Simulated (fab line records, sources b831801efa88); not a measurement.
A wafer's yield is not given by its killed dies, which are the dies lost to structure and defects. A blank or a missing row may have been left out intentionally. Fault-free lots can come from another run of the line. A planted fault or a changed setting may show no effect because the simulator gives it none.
Comparing a struck lot with a sound one	flow sky130	26 steps out of a route of 708
Sound: these wafers, L826.2, L826.4, L826.6. Struck: wafer L832.1; the same lot's L832.2 was not struck, so it is left out; see the end for the cause.
Order at every step that has rows: each side's tool, ch and its chambers, its first start. Under that, the readings that differ: sound wafers	struck wafers	difference of the means	sigmas: that difference in standard deviations of wafers without a fault.
alike: a reading whose means differ by less than 2 such deviations, as well as words and numbers matching on both sides. not compared: withheld readings; readings where some wafer has no value; bounds like >300 that might hide an equal value; numbers whose values overlap and for which the record gives no deviation.
The two part at a step that has a row with sigmas, a row that says differs or no value, or rows on one side only. Numbers that have no deviation but don't overlap get no sigmas and don't part them. Lack of a reading on every wafer of one side parts them only where that side has two or more wafers.

first, 8 steps without rows for these wafers: SKY_FIELD_ISO_DEHYDRATE_05 (time 60 s); SKY_FIELD_ISO_HMDS_06 (prime time 60 s); SKY_FIELD_ISO_COAT_07 (resist thk 60 nm); SKY_FIELD_ISO_COAT_08 (resist thk 450 nm); SKY_FIELD_ISO_SOFTBAKE_09 (time 90 s); SKY_FIELD_ISO_EXPOSE_10 (exposes mask FOM, target cd 150 nm); SKY_FIELD_ISO_PEB_11; SKY_FIELD_ISO_DEVELOP_12 (develop time 60 s).
SKY_FIELD_ISO_CD_MEAS_13: target cd 150 nm.
  struck on cd-sem-01, day 6 05:14; sound on cd-sem-01, day 4 18:59
reading	sound	struck	difference	sigmas
cd-nm (nm)	148.4 148.3 147.8	151.4	+3.2	+2
SKY_FIELD_ISO_ETCH_14: etches BARC in N2/H2, stops on SiO2, time 45.9 s, target depth 60 nm.
  sound on rie-diel-03 ch 0,1, day 4 19:05; struck on rie-diel-02 ch 1, day 6 05:21
  alike: drypump-motor-current-A, oes-product-au, rf-fwd-power-W, run-length-s, throttle-valve-pct
  not compared: rf-hours-counter-h
SKY_FIELD_ISO_ETCH_15: etches the open film in CHF3/O2, stops on Si, target depth 180 nm, time 72 s.
  sound on rie-diel-03 ch 0,1, day 4 19:08; struck on rie-diel-02 ch 1, day 6 05:23
  alike: drypump-motor-current-A, oes-product-au, rf-fwd-power-W, run-length-s, throttle-valve-pct
  not compared: rf-hours-counter-h
SKY_FIELD_ISO_STRIP_16: strips in O2/N2.
  sound on plasma-asher-01 ch 1, day 4 19:11; struck on plasma-asher-04 ch 1, day 6 05:27
  alike: drypump-motor-current-A, oes-product-au, strip-time-to-endpoint-s
  not compared: rf-hours-counter-h
SKY_FIELD_ISO_ETCH_17: etches Si in HBr/Cl2/O2, target depth 342 nm, time 97.7 s.
  sound on rie-si-02 ch 0,3, day 4 19:17; struck on rie-si-02 ch 3, day 6 05:33
reading	sound	struck	difference	sigmas
run-length-s (s)	125.3 125.8 125.6	84.0	-41.6	-99 or more
model.FIELD_ISO.feature-depth-nm (nm)	343.8 343.9 343	197.8	-145.8	
model.etch.depth-nm (nm)	343.8 343.9 343	197.8	-145.8	
model.Si3N4_of_FIELD_ISO_CVD_03.thk-nm (nm)	149.1 147.2 148.3	158.4	+10.2	
  alike: drypump-motor-current-A, oes-product-au, throttle-valve-pct
  not compared: rf-fwd-power-W, rf-hours-counter-h
then, 5 steps without rows for these wafers: SKY_FIELD_ISO_WET_ETCH_18 (etches Si3N4 in H3PO4, target depth 25 nm, time 286 s); SKY_FIELD_ISO_CLEAN_19 (cleans in SC1/SC2, time 150 s); SKY_FIELD_ISO_CLEAN_20 (cleans in dHF, time 20 s); SKY_FIELD_ISO_WET_ETCH_21 (etches SiO2 in dHF, target depth 20 nm, time 400 s); SKY_FIELD_ISO_OXIDATION_22 (stabilise 600 s, purge 300 s, target thk 10 nm).
SKY_FIELD_ISO_THK_MEAS_23:
  struck on film-metro-02, day 6 07:05; sound on film-metro-01, day 4 21:02
  alike: FIELD_ISO_OXIDATION_01_THK
then, 1 step without rows for these wafers: SKY_FIELD_ISO_CVD_24 (deposits SiO2, target thk 595 nm, time 99.2 s).
SKY_FIELD_ISO_THK_MEAS_25:
  struck on film-metro-02, day 6 07:13; sound on film-metro-03, day 4 21:10
reading	sound	struck	difference	sigmas
FIELD_ISO_CVD_24_THK (nm)	582 580 575	598	+19	+3
then, 1 step without rows for these wafers: SKY_FIELD_ISO_ANNEAL_26 (time 1800 s).
SKY_FIELD_ISO_CMP_27: polishes, stops on Si3N4, t overpolish 16 s, target thk 457.8 nm.
  sound on cmp-01 ch 1,3, day 5 03:30; struck on cmp-01 ch 2, day 6 08:47
reading	sound	struck	difference	sigmas
time-to-endpoint-s (s)	104 107 103	120	+15	+3
  alike: motor-current-A, overpolish-run-s
SKY_FIELD_ISO_WET_ETCH_28: etches SiO2 in dHF, target depth 23.7 nm, time 47 s.
  sound on wet-bench-02 ch 0, day 5 03:48; struck on wet-bench-03 ch 1, day 6 09:05
reading	sound	struck	difference	sigmas
model.Si3N4_of_FIELD_ISO_CVD_03.thk-nm (nm)	118.1 116 117.1	127.8	+10.7	
  alike: run-length-s
then, 1 step without rows for these wafers: SKY_FIELD_ISO_WET_ETCH_29 (etches Si3N4 in H3PO4, target depth 160 nm, time 1825 s).
-- here the record skips 44 days between the struck wafers' starts before and after, leaving off in module FIELD_ISO and picking up in module PAD_OPEN (first step shown: number 708 of the route) --
SKY_PAD_OPEN_PROBE_99:
  struck on prober-02, day 50 00:31; sound on prober-02, day 49 01:33
reading	sound	struck	difference	sigmas
killed-at-other	0 0 0	2	+2	+4
model.etest.res_p_drift_20v.line-ohm-um	1.067e+04 1.068e+04 1.054e+04	7642	-2988	
model.etest.res_p_drift_20v.rs-ohm-sq	8982 8972 8817	6364	-2560	
model.etest.pfet_16v.r-on-ohm-um	1.487e+04 1.501e+04 1.487e+04	1.175e+04	-3.167e+03	
model.etest.res-iso-pwell.rs-ohm-sq	3143 3062 3062	1797	-1292	
model.etest.nfet_16v.r-on-ohm-um	1.401e+04 1.418e+04 1.415e+04	1.373e+04	-3.833e+02	
model.etest.res-iso-pwell.line-ohm-um	1182 1153 1153	685	-478	
model.etest.res-nwell.line-ohm-um	1133 1129 1130	834.1	-296.6	
model.etest.res-nwell.rs-ohm-sq	948.3 948.3 940.2	683.5	-262.1	
  alike: killed_at_M0_to_M3, killed_at_M4_up, killed-at-contacts, killed-at-front-end, killed-dies, killed-open, killed-short
  not compared: hold

== WHERE THEY PART ==
At SKY_FIELD_ISO_CD_MEAS_13 first; at SKY_PAD_OPEN_PROBE_99 last (within this record only).

WHY: what the simulator had put in
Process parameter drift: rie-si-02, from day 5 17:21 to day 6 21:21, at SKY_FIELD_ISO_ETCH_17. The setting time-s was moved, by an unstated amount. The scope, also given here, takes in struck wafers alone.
